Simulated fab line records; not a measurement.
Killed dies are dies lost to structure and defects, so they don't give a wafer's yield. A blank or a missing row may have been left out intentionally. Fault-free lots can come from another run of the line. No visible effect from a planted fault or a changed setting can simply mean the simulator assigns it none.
fab line records	flow sky130
record lots=6	wafers=18	lastDay=50
route steps=708 shown VIA2@516 METAL3@532 PAD_OPEN@708
lots untouched by any fault: they come from a run of this same line in which no faults occurred
startH: start of the lot's first displayed wafer, in hours after the record's first day	waitH: time in hours since the lot's previous step	" same as the row above	L1.1+2: a row that stands for several wafers	- no value, or no start was given	* or withheld: withheld	< > ~ a bound
route shown NAME@n: NAME is a module with steps in the file, n the number in the route of the first one	usual: mean/standard deviation of fault-free wafers	same: alike in all rows	chamber/n: place in a boat	sites: the reading at each site	_std_site: standard deviation of those values	_edge_site: inner sites' mean taken away from outer sites' mean	radiusMm: for every site, how far away it sits from the centre of the wafer	mask NAME#n: copy n	behind: the tool/chamber that last shaped the wafer	hold: reason for holding the lot/hours on hold/outcome of the hold	device: the transistor (n, p or np) that didn't switch	end of line: tests of these same wafers at the route's end	a step given without rows: its recipe and nothing more	killed: at the first sort, the dies lost to defects and structure; wafer yield is something else	map: per-die view of a wafer (x killed, . not killed, _ where there is no die)
set.NAME: the setting the step ran with; set.NAME@STEP: the setting that earlier step ran with	model.NAME: the simulator's own value behind a step, which no gauge read
certain route steps with their lots: each step a table, each wafer a row
services: the hour from which a tool's chamber was out of use, counted from the record's first day as startH (under 0 if before that day), plus the number of hours and why
## steps
# step SKY_VIA2_EXPOSE_09
# recipe maskId=VIM2	na=0.8	sourceShape=annular	sigmaInner=0.55	sigmaOuter=0.85	targetCdNm=200	doseMj=38
# step SKY_VIA2_PEB_10
# recipe pebTempC=withheld	pebTimeS=withheld	resist=KrF-thick
# step SKY_VIA2_DEVELOP_11
# recipe developTimeS=60	resist=KrF-thick	devTempC=21
# step SKY_VIA2_CD_MEAS_12
# recipe targetCdNm=200
# usual cdNm=200.4/1.3
lot.wafer	tool	chamber	startH	waitH	cdNm
L241.1	cdSem-02	-	893.93	-	199.9
L241.2	"	-	"	"	200.7
L241.5	"	-	"	"	199.6
L248.2	cdSem-02	-	933.40	-	200.1
L248.5	"	-	"	"	200.8
L248.6	"	-	"	"	199.7
L250.3	cdSem-01	-	952.72	-	199.4
L250.5	"	-	"	"	201.3
L250.6	"	-	"	"	200.5
L251.1	cdSem-01	-	954.13	-	202.2
L251.4	"	-	"	"	201.8
L251.5	"	-	"	"	200.9
L252.1	cdSem-01	-	960.93	-	199.4
L252.2	"	-	"	"	199.6
L252.6	"	-	"	"	200.3
L260.3	cdSem-02	-	1009.48	-	201.1
L260.5	"	-	"	"	200.1
L260.6	"	-	"	"	200.6
# step SKY_VIA2_OVL_MEAS_13
# usual VIA2_OVL=-5/4.7
lot.wafer	tool	chamber	startH	waitH	VIA2_OVL[nm]
L241.1	overlay-02	-	894.05	0.1	-1
L241.2	"	-	"	"	1
L241.5	"	-	"	"	-4
L248.2	overlay-02	-	933.51	0.1	3
L248.5	"	-	"	"	3
L248.6	"	-	"	"	-10
L250.3	overlay-02	-	952.82	0.1	-7
L250.5	"	-	"	"	-9
L250.6	"	-	"	"	-5
L251.1	overlay-02	-	954.25	0.1	-10
L251.4	"	-	"	"	-6
L251.5	"	-	"	"	-10
L252.1	overlay-02	-	961.05	0.1	-9
L252.2	"	-	"	"	-6
L252.6	"	-	"	"	-3
L260.3	overlay-02	-	1009.57	0.1	-8
L260.5	"	-	"	"	-5
L260.6	"	-	"	"	-12
# step SKY_VIA2_ETCH_14
# recipe chemistry=N2/H2	target=BARC	ionEnergyEv=200	sourceW=500	biasW=100	pressureMtorr=30	n2FlowSccm=100	h2FlowSccm=200	stopOn=SiO2	timeS=45.9	targetDepthA=600
# usual drypumpMotorCurrentA=5.73/0.29	oesProductAu=0.854/0.0044	throttleValvePct=13.225/0.0094
lot.wafer	tool	chamber	startH	waitH	drypumpMotorCurrentA	oesProductAu	rfHoursCounterH	throttleValvePct
L241.1	rieDiel-03	3	894.09	0.0	5.75	0.859	10	13.227
L241.2	"	0	"	"	6.01	0.850	13	13.218
L241.5	"	2	"	"	5.31	0.856	-	13.204
L248.2	rieDiel-04	2	933.54	0.0	5.40	0.856	20	13.227
L248.5	"	0	"	"	6.15	0.861	-	13.228
L248.6	"	1	"	"	6.15	0.854	-	13.234
L250.3	rieDiel-04	3	952.84	0.0	5.62	0.857	10	13.216
L250.5	"	2	"	"	5.38	0.854	-	13.222
L250.6	"	3	"	"	5.63	0.857	-	13.211
L251.1	rieDiel-03	1	954.29	0.0	5.56	0.856	12	13.242
L251.4	"	2	"	"	5.34	0.850	26	13.219
L251.5	"	3	"	"	5.77	0.848	-	13.218
L252.1	rieDiel-03	0	961.09	0.0	5.97	0.852	16	13.231
L252.2	"	1	"	"	5.56	0.854	13	13.222
L252.6	"	2	"	"	5.34	0.862	-	13.245
L260.3	rieDiel-03	3	1009.59	0.0	5.75	0.854	14	13.223
L260.5	"	1	"	"	5.56	0.862	-	13.207
L260.6	"	2	"	"	5.31	0.852	-	13.212
# step SKY_VIA2_ETCH_15
# recipe target=SiO2	chemistry=C4F8/O2/Ar	targetDepthNm=546	stopOn=TiN	maskMaterial=KrF-thick	sourceW=1500	biasW=1200	pressureMtorr=40	c4f8FlowSccm=withheld	O2_flow_sccm=6	Ar_flow_sccm=300	timeS=84
# usual oesProductAu=0.939/0.0045
lot.wafer	tool	chamber	startH	waitH	oesProductAu	rfHoursCounterH
L241.1	rieDiel-03	3	894.13	0.0	0.935	10
L241.2	"	0	"	"	0.941	13
L241.5	"	2	"	"	0.937	-
L248.2	rieDiel-04	2	933.58	0.0	0.943	20
L248.5	"	0	"	"	0.937	-
L248.6	"	1	"	"	0.931	-
L250.3	rieDiel-04	3	952.88	0.0	0.943	10
L250.5	"	2	"	"	0.938	-
L250.6	"	3	"	"	0.930	-
L251.1	rieDiel-03	1	954.33	0.0	0.941	12
L251.4	"	2	"	"	0.937	26
L251.5	"	3	"	"	0.939	-
L252.1	rieDiel-03	0	961.13	0.0	0.945	16
L252.2	"	1	"	"	0.932	13
L252.6	"	2	"	"	0.938	-
L260.3	rieDiel-03	3	1009.63	0.0	0.938	14
L260.5	"	1	"	"	0.936	-
L260.6	"	2	"	"	0.943	-
# step SKY_VIA2_STRIP_16
# recipe chemistry=O2/N2	powerW=1400	pressureMtorr=1500	platenTempC=withheld	o2FlowSccm=3000	n2FlowSccm=300	overashFraction=0.5
# usual drypumpMotorCurrentA=5.6/0.43	oesProductAu=0.398/0.0044	stripTimeToEndpointS=4.04/0.032
lot.wafer	tool	chamber	startH	waitH	drypumpMotorCurrentA	oesProductAu	rfHoursCounterH	stripTimeToEndpointS
L241.1	plasmaAsher-02	1	894.20	0.0	5.4	0.399	108	4.07
L241.2	"	0	"	"	5.7	0.391	108	4.03
L241.5	"	0	"	"	5.7	0.401	-	4.08
L248.2	plasmaAsher-04	1	933.65	0.0	5.7	0.399	19	4.00
L248.5	"	1	"	"	5.7	0.395	-	4.01
L248.6	"	0	"	"	5.1	0.402	-	4.07
L250.3	plasmaAsher-04	1	952.98	0.1	5.7	0.397	-	4.04
L250.5	"	1	"	"	5.7	0.393	-	4.06
L250.6	"	0	"	"	5.1	0.397	-	4.04
L251.1	plasmaAsher-02	0	954.40	0.0	5.7	0.408	114	4.03
L251.4	"	1	"	"	5.4	0.398	-	4.10
L251.5	"	1	"	"	5.4	0.406	-	4.06
L252.1	plasmaAsher-03	0	961.20	0.0	6.5	0.394	54	4.04
L252.2	"	1	"	"	5.0	0.392	54	4.02
L252.6	"	0	"	"	6.5	0.398	-	4.09
L260.3	plasmaAsher-02	0	1009.73	0.1	5.7	0.396	-	4.04
L260.5	"	1	"	"	5.4	0.395	-	3.99
L260.6	"	0	"	"	5.7	0.394	-	4.10
# step SKY_VIA2_STRIP_17
# recipe chemistry=postEtchResidueRemover	timeS=1200	tempC=72.5
# step SKY_VIA2_CLEAN_18
# recipe chemistry=IPA	timeS=180	tempC=25
# step SKY_VIA2_CLEAN_19
# recipe chemistry=O3/DIW	dry=n2Spin
# step SKY_VIA2_SPUTTER_20
# recipe material=TiN	targetThkNm=20	chamberPressurePa=5	powerW=4000	timeS=80
# usual throttleValvePct=30.4/0.78
lot.wafer	tool	chamber	startH	waitH	throttleValvePct
L241.1	pvdSputter-04	-	895.14	0.0	31.0
L241.2	"	-	"	"	29.7
L241.5	"	-	"	"	31.1
L248.2	pvdSputter-04	-	934.25	0.0	31.1
L248.5	"	-	"	"	31.3
L248.6	"	-	"	"	29.6
L250.3	pvdSputter-04	-	953.58	0.0	29.9
L250.5	"	-	"	"	29.6
L250.6	"	-	"	"	31.0
L251.1	pvdSputter-02	-	955.03	0.0	29.0
L251.4	"	-	"	"	29.2
L251.5	"	-	"	"	29.2
L252.1	pvdSputter-04	-	961.79	0.0	29.7
L252.2	"	-	"	"	30.8
L252.6	"	-	"	"	31.0
L260.3	pvdSputter-04	-	1010.30	0.0	31.1
L260.5	"	-	"	"	31.1
L260.6	"	-	"	"	30.8
# step SKY_VIA2_CVD_21
# recipe material=W	targetThkNm=420	timeS=126.4	tempC=400	pressureTorr=40
# usual heaterPowerW=873/58
lot.wafer	tool	chamber	startH	waitH	heaterPowerW	model.W_of_VIA2_CVD_21.thkNm
L241.1	cvdW-01	1	895.20	0.0	870	422
L241.2	"	0	"	"	911	422
L241.5	"	1	"	"	888	420
L248.2	cvdW-01	0	934.31	0.0	930	417.6
L248.5	"	1	"	"	907	415.6
L248.6	"	0	"	"	922	417.8
L250.3	cvdW-02	0	953.68	0.1	756	421.9
L250.5	"	0	"	"	749	420.8
L250.6	"	1	"	"	898	431.9
L251.1	cvdW-01	1	955.09	0.0	924	687.1
L251.4	"	0	"	"	924	413.6
L251.5	"	1	"	"	874	681
L252.1	cvdW-01	1	961.85	0.0	899	680.1
L252.2	"	0	"	"	918	423.9
L252.6	"	1	"	"	890	683.8
L260.3	cvdW-02	0	1010.41	0.1	779	416.1
L260.5	"	1	"	"	904	426.2
L260.6	"	0	"	"	744	413.5
# step SKY_VIA2_RS_MEAS_22
# recipe thkMeasGauge=four-point-probe	reads=W_of_VIA2_CVD_21+TiN_of_VIA2_SPUTTER_20
# usual VIA2_W_RS=0.273/0.004
lot.wafer	tool	chamber	startH	waitH	hold	VIA2_W_RS[ohm/sq]
L241.1	filmMetro-02	-	895.33	0.1	-	0.271
L241.2	"	-	"	"	-	0.271
L241.5	"	-	"	"	-	0.273
L248.2	filmMetro-02	-	934.46	0.1	-	0.274
L248.5	"	-	"	"	-	0.276
L248.6	"	-	"	"	-	0.274
L250.3	filmMetro-02	-	953.81	0.1	-	0.270
L250.5	"	-	"	"	-	0.272
L250.6	"	-	"	"	-	0.265
L251.1	filmMetro-01	-	955.22	0.1	awaitDispo/0.2h/release	0.166
L251.4	"	-	"	"	awaitDispo/0.2h/release	0.276
L251.5	"	-	"	"	awaitDispo/0.2h/release	0.167
L251.1	filmMetro-01	-	955.51	0.3	-	0.165
L251.4	"	-	"	"	-	0.277
L251.5	"	-	"	"	-	0.167
L252.1	filmMetro-02	-	961.98	0.1	awaitDispo/0.2h/release	0.168
L252.2	"	-	"	"	awaitDispo/0.2h/release	0.270
L252.6	"	-	"	"	awaitDispo/0.2h/release	0.167
L252.1	filmMetro-02	-	962.45	0.4	-	0.168
L252.2	"	-	"	"	-	0.269
L252.6	"	-	"	"	-	0.167
L260.3	filmMetro-01	-	1010.53	0.1	-	0.275
L260.5	"	-	"	"	-	0.269
L260.6	"	-	"	"	-	0.277
# step SKY_VIA2_THK_MEAS_23
# recipe thkMeasGauge=xrf	reads=W_of_VIA2_CVD_21
# usual VIA2_W_THK=416/7.5
lot.wafer	tool	chamber	startH	waitH	hold	VIA2_W_THK[nm]
L241.1	filmMetro-02	-	895.45	0.1	-	423
L241.2	"	-	"	"	-	422
L241.5	"	-	"	"	-	421
L248.2	filmMetro-02	-	934.57	0.1	-	413
L248.5	"	-	"	"	-	411
L248.6	"	-	"	"	-	413
L250.3	filmMetro-02	-	953.91	0.1	-	418
L250.5	"	-	"	"	-	420
L250.6	"	-	"	"	-	429
L251.1	filmMetro-01	-	956.76	1.2	awaitDispo/0.2h/release	-
L251.4	"	-	"	"	awaitDispo/0.2h/release	413
L251.5	"	-	"	"	awaitDispo/0.2h/release	-
L251.1	filmMetro-01	-	956.99	0.2	-	-
L251.4	"	-	"	"	-	414
L251.5	"	-	"	"	-	-
L252.1	filmMetro-02	-	965.99	3.5	awaitDispo/0.2h/release	-
L252.2	"	-	"	"	awaitDispo/0.2h/release	423
L252.6	"	-	"	"	awaitDispo/0.2h/release	-
L252.1	filmMetro-02	-	966.39	0.4	-	-
L252.2	"	-	"	"	-	422
L252.6	"	-	"	"	-	-
L260.3	filmMetro-01	-	1010.63	0.1	-	409
L260.5	"	-	"	"	-	417
L260.6	"	-	"	"	-	411
# step SKY_VIA2_CMP_24
# recipe stopOn=SiO2	tOverpolishS=20	downForcePsi=3.5	platenRpm=60	targetThkNm=0	padVelocityMS=0.94248
# usual motorCurrentA=10.4/0.85	timeToEndpointS=101/4.1
lot.wafer	tool	chamber	startH	waitH	hold	motorCurrentA	timeToEndpointS
L241.1	cmp-02	1	895.56	0.1	-	10.3	102
L241.2	"	3	"	"	-	10.6	107
L241.5	"	1	"	"	-	10.4	103
L248.2	cmp-02	0	934.77	0.2	-	10.4	100
L248.6	"	1	"	"	-	10.1	103
L248.5	"	2	"	"	-	9.0	103
L250.3	cmp-01	1	954.00	0.1	-	10.3	99
L250.5	"	0	"	"	-	11.3	103
L250.6	"	1	"	"	-	9.5	105
L251.1	cmp-01	3	959.22	2.2	awaitDispo/1.6h/release	10.3	167
L251.4	"	0	"	"	awaitDispo/1.6h/release	10.9	102
L251.5	"	3	"	"	awaitDispo/1.6h/release	11.2	163
L252.1	cmp-02	0	969.31	2.9	awaitDispo/2.3h/release	9.6	175
L252.2	"	2	"	"	awaitDispo/2.3h/release	8.1	103
L252.6	"	1	"	"	awaitDispo/2.3h/release	10.4	164
L260.3	cmp-01	3	1010.67	0.0	-	10.9	101
L260.6	"	3	"	"	-	11.7	101
L260.5	"	0	"	"	-	10.9	100
# step SKY_METAL3_SPUTTER_00
# recipe material=Ti	targetThkNm=15	powerW=3000	timeS=10	chamberPressurePa=0.4
# usual throttleValvePct=30.0/0.84
lot.wafer	tool	chamber	startH	waitH	throttleValvePct
L241.1	pvdSputter-01	-	895.81	0.2	29.9
L241.2	"	-	"	"	30.9
L241.5	"	-	"	"	31.0
L248.2	pvdSputter-02	-	934.92	0.1	29.2
L248.5	"	-	"	"	29.2
L248.6	"	-	"	"	29.4
L250.3	pvdSputter-01	-	954.25	0.2	30.0
L250.5	"	-	"	"	29.8
L250.6	"	-	"	"	31.2
L251.1	pvdSputter-04	-	959.52	0.2	30.6
L251.4	"	-	"	"	29.6
L251.5	"	-	"	"	30.7
L252.1	pvdSputter-02	-	969.61	0.2	29.1
L252.2	"	-	"	"	29.0
L252.6	"	-	"	"	29.2
L260.3	pvdSputter-04	-	1010.97	0.2	30.9
L260.5	"	-	"	"	29.9
L260.6	"	-	"	"	31.0
# step SKY_PAD_OPEN_PROBE_99
# usual defectLimitedYield=82.2/1.9	killed_at_M0_to_M3=44/6.9	killed_at_M4_up=3.3/1.8	killedAtContacts=24/5	killedAtFrontEnd=16/4.6	killedAtOther=0.2/0.42	killedDies=88/9.2	killedOpen=48/7.3	killedShort=40/6.5	sort_bin_3_pad_short=0.9/0.43	sort_bin_5_function=10.6/1.5	sort_bin_6_memory=6.4/1.1	sortNPass=404/9.2	sortYieldPct=82.2/1.9
# same grossDies=492	killedAtBackSide=0	sort_bin_4_leakage[%]=0	sort_bin_8_speed[%]=0
lot.wafer	tool	chamber	startH	waitH	defectLimitedYield[%]	killed_at_M0_to_M3	killed_at_M4_up	killedAtContacts	killedAtFrontEnd	killedAtOther	killedDies	killedOpen	killedShort	sort_bin_3_pad_short[%]	sort_bin_5_function[%]	sort_bin_6_memory[%]	sortNPass	sortYieldPct[%]
L241.1	prober-02	-	1112.19	0.1	84.1	30	2	26	19	1	78	39	37	1.0	10.4	4.5	414	84.1
L241.2	prober-02	-	1112.24	0.1	82.9	33	3	27	21	0	84	40	43	0.8	8.9	7.3	408	82.9
L241.5	prober-02	-	1112.39	0.2	82.1	53	1	21	13	0	88	58	28	0.4	11.4	6.1	404	82.1
L248.2	prober-02	-	1141.67	0.1	81.7	39	4	31	16	0	90	56	34	1.0	10.8	6.5	402	81.7
L248.5	prober-02	-	1141.82	0.2	82.1	51	2	25	10	0	88	54	34	0.4	11.4	6.1	404	82.1
L248.6	prober-02	-	1141.87	0.2	84.1	42	2	22	12	0	78	47	31	0.8	9.3	5.7	414	84.1
L250.3	prober-02	-	1157.37	0.2	81.9	50	4	26	9	0	89	54	35	0.8	9.8	7.5	403	81.9
L250.5	prober-02	-	1157.47	0.2	82.9	43	4	23	14	0	84	45	39	0.6	10.4	6.1	408	82.9
L250.6	prober-02	-	1157.52	0.2	79.7	44	3	32	21	0	100	56	44	0.8	13.0	6.5	392	79.7
L251.1	prober-01	-	1158.77	0.1	81.9	44	4	20	21	0	89	48	39	0.6	10.4	7.1	403	81.9
L251.4	prober-01	-	1158.92	0.2	82.9	37	2	24	20	1	84	47	37	1.2	9.8	6.1	408	82.9
L251.5	prober-01	-	1158.97	0.2	80.7	48	2	22	23	0	95	44	50	1.8	10.0	7.5	397	80.7
L252.1	prober-02	-	1164.75	0.1	83.1	46	3	20	14	0	83	49	34	1.0	9.8	6.1	409	83.1
L252.2	prober-02	-	1164.80	0.1	85.6	31	3	17	19	1	71	40	31	0.8	9.6	4.1	421	85.6
L252.6	prober-02	-	1165.00	0.2	79.3	55	1	35	11	0	102	63	39	1.2	12.8	6.7	390	79.3
L260.3	prober-02	-	1198.24	0.2	83.9	44	0	25	10	0	79	50	29	1.0	10.0	5.1	413	83.9
L260.5	prober-02	-	1198.34	0.2	83.7	37	2	29	12	0	80	45	35	0.6	9.6	6.1	412	83.7
L260.6	prober-02	-	1198.39	0.2	80.7	56	4	24	10	1	95	49	46	1.2	12.2	5.9	397	80.7
# killed by level:class
L241.1 LI_CONTACT:geometricParticle:open=10 VIA1:geometricParticle:open=8 CONTACT:geometricParticle:short=6 CONTACT:geometricParticle:open=5 VIA2:geometricParticle:open=5 FIELD_ISO:geometricParticle:short=4 VIA1:geometricParticle:short=4 METAL2:geometricParticle:short=4
L241.2 LI_CONTACT:geometricParticle:open=8 CONTACT:geometricParticle:open=8 VIA1:geometricParticle:open=8 METAL1:geometricParticle:short=8 CONTACT:geometricParticle:short=6 VIA3:geometricParticle:short=6 FIELD_ISO:geometricParticle:short=4 FIELD_ISO:geometricParticle:open=4
L241.5 VIA1:geometricParticle:open=13 VIA2:geometricParticle:open=11 LI_CONTACT:geometricParticle:open=9 CONTACT:geometricParticle:open=6 FIELD_ISO:geometricParticle:open=5 VIA2:geometricParticle:short=5 METAL1:geometricParticle:short=4 VIA3:geometricParticle:open=3
L248.2 CONTACT:geometricParticle:open=12 VIA1:geometricParticle:open=11 FIELD_ISO:geometricParticle:open=7 LI_CONTACT:geometricParticle:open=6 LOCAL_INTERCONNECT:geometricParticle:short=5 VIA3:geometricParticle:open=5 VIA1:geometricParticle:short=5 VIA2:geometricParticle:open=5
L248.5 CONTACT:geometricParticle:open=12 VIA1:geometricParticle:open=12 VIA3:geometricParticle:open=10 METAL2:geometricParticle:short=8 METAL1:geometricParticle:short=6 LI_CONTACT:geometricParticle:open=5 VIA2:geometricParticle:short=5 VIA2:geometricParticle:open=5
L248.6 VIA1:geometricParticle:open=13 CONTACT:geometricParticle:open=11 METAL2:geometricParticle:short=5 VIA2:geometricParticle:open=5 VIA3:geometricParticle:open=5 LI_CONTACT:geometricParticle:open=4 VIA1:geometricParticle:short=4 POLY_GATE:geometricParticle:open=3
L250.3 CONTACT:geometricParticle:open=12 VIA1:geometricParticle:open=11 VIA3:geometricParticle:open=9 VIA2:geometricParticle:open=6 CONTACT:geometricParticle:short=6 METAL3:geometricParticle:short=5 FIELD_ISO:geometricParticle:short=4 METAL1:geometricParticle:short=4
L250.5 VIA3:geometricParticle:open=9 LI_CONTACT:geometricParticle:open=8 CONTACT:geometricParticle:open=7 CONTACT:geometricParticle:short=6 METAL3:geometricParticle:short=6 VIA1:geometricParticle:open=6 POLY_GATE:geometricParticle:short=5 VIA1:geometricParticle:short=5
L250.6 CONTACT:geometricParticle:open=12 LI_CONTACT:geometricParticle:open=11 VIA1:geometricParticle:open=10 METAL2:geometricParticle:short=8 VIA2:geometricParticle:open=7 FIELD_ISO:geometricParticle:short=6 POLY_GATE:geometricParticle:short=6 VIA3:geometricParticle:open=6
L251.1 CONTACT:geometricParticle:open=10 VIA3:geometricParticle:open=8 VIA1:geometricParticle:open=7 FIELD_ISO:geometricParticle:open=6 VIA2:geometricParticle:open=6 FIELD_ISO:geometricParticle:short=5 LI_CONTACT:geometricParticle:open=5 METAL2:geometricParticle:short=5
L251.4 VIA1:geometricParticle:open=14 CONTACT:geometricParticle:open=9 LI_CONTACT:geometricParticle:open=7 FIELD_ISO:geometricParticle:short=6 POLY_GATE:geometricParticle:short=5 POLY_GATE:geometricParticle:open=4 LOCAL_INTERCONNECT:geometricParticle:short=4 METAL2:geometricParticle:short=4
L251.5 METAL2:geometricParticle:short=11 VIA3:geometricParticle:open=10 FIELD_ISO:geometricParticle:open=9 CONTACT:geometricParticle:open=8 METAL1:geometricParticle:short=6 FIELD_ISO:geometricParticle:short=5 LI_CONTACT:geometricParticle:open=5 CONTACT:geometricParticle:short=5
L252.1 VIA1:geometricParticle:open=15 CONTACT:geometricParticle:open=6 LI_CONTACT:geometricParticle:open=5 METAL2:geometricParticle:short=5 VIA2:geometricParticle:open=5 FIELD_ISO:geometricParticle:open=4 POLY_GATE:geometricParticle:short=4 VIA3:geometricParticle:open=4
L252.2 VIA1:geometricParticle:open=10 CONTACT:geometricParticle:open=7 VIA3:geometricParticle:short=5 FIELD_ISO:geometricParticle:open=4 CONTACT:geometricParticle:short=4 METAL1:geometricParticle:short=4 FIELD_ISO:geometricParticle:short=3 SPACER:geometricParticle:open=3
L252.6 VIA1:geometricParticle:open=16 CONTACT:geometricParticle:open=13 VIA3:geometricParticle:open=10 LI_CONTACT:geometricParticle:open=9 METAL1:geometricParticle:short=7 VIA2:geometricParticle:open=6 POLY_GATE:geometricParticle:short=4 LI_CONTACT:geometricParticle:short=4
L260.3 CONTACT:geometricParticle:open=14 VIA1:geometricParticle:open=13 METAL2:geometricParticle:short=8 VIA3:geometricParticle:open=6 METAL1:geometricParticle:short=5 VIA2:geometricParticle:open=5 CONTACT:geometricParticle:short=4 LOCAL_INTERCONNECT:geometricParticle:short=3
L260.5 CONTACT:geometricParticle:open=14 VIA1:geometricParticle:open=9 LOCAL_INTERCONNECT:geometricParticle:short=7 FIELD_ISO:geometricParticle:short=5 VIA2:geometricParticle:open=5 VIA1:geometricParticle:short=5 CONTACT:geometricParticle:short=4 METAL2:geometricParticle:open=4
L260.6 VIA1:geometricParticle:open=11 CONTACT:geometricParticle:open=10 METAL2:geometricParticle:short=10 METAL1:geometricParticle:short=8 VIA3:geometricParticle:short=7 VIA3:geometricParticle:open=7 POLY_GATE:geometricParticle:open=5 LI_CONTACT:geometricParticle:open=4
## services
tool	chamber	startH	hours	kind
cmp-01	-	880.53	0.4	repair
cmp-02	-	883.50	0.4	repair
rieDiel-03	2	883.51	2.9	repair
plasmaAsher-02	-	889.13	4.6	repair
cvdW-02	-	892.44	0.8	repair
pvdSputter-02	2	894.57	-	consumableReplace:kit
cvdW-02	-	904.00	14.0	pm
cmp-01	-	912.16	4.0	pm
pvdSputter-01	-	933.67	6.5	repair
pvdSputter-04	2	945.50	-	consumableReplace:kit
pvdSputter-04	2	945.50	18.0	scheduledDown
pvdSputter-04	2	945.50	18.0	ventCycle
pvdSputter-01	-	960.15	14.7	repair
rieDiel-04	2	967.97	-	clean
rieDiel-04	2	967.97	-	consumableReplace:showerhead
rieDiel-04	2	967.97	15.6	scheduledDown
rieDiel-04	2	967.97	15.6	ventCycle
plasmaAsher-04	-	969.31	1.4	repair
cmp-02	-	982.77	2.4	repair
cmp-01	-	992.93	3.7	pm
pvdSputter-02	-	995.21	2.4	repair
rieDiel-04	-	998.09	2.8	pm
plasmaAsher-03	-	1004.26	1.6	repair
cvdW-01	-	1005.75	14.6	pm
## key
firstSign step=SKY_VIA2_RS_MEAS_22	reading=visit	direction=added
effect step=SKY_VIA2_RS_MEAS_22	reading=VIA2_W_RS	direction=down	sigmas=27	usual=0.273	struck=0.167
effect step=SKY_VIA2_THK_MEAS_23	reading=visit	direction=added
effect step=SKY_VIA2_CMP_24	reading=timeToEndpointS	direction=up	sigmas=16	usual=*	struck=*
modelEffect step=SKY_VIA2_CVD_21	value=W_of_VIA2_CVD_21.thkNm	without=416.9	struck=683
metAt SKY_VIA2_CVD_21
struckWafers L251.1,L251.5,L252.1,L252.6
onsetBetween 934.31 955.09
fault kind=processParameterDrift	tool=cvdW-01	chamber=1	onsetH=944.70	steps=SKY_VIA2_CVD_21	channel=targetThkNm	offset=265.69	shape=step	endH=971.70	actsIn=theseRecipesOnly	stated=420
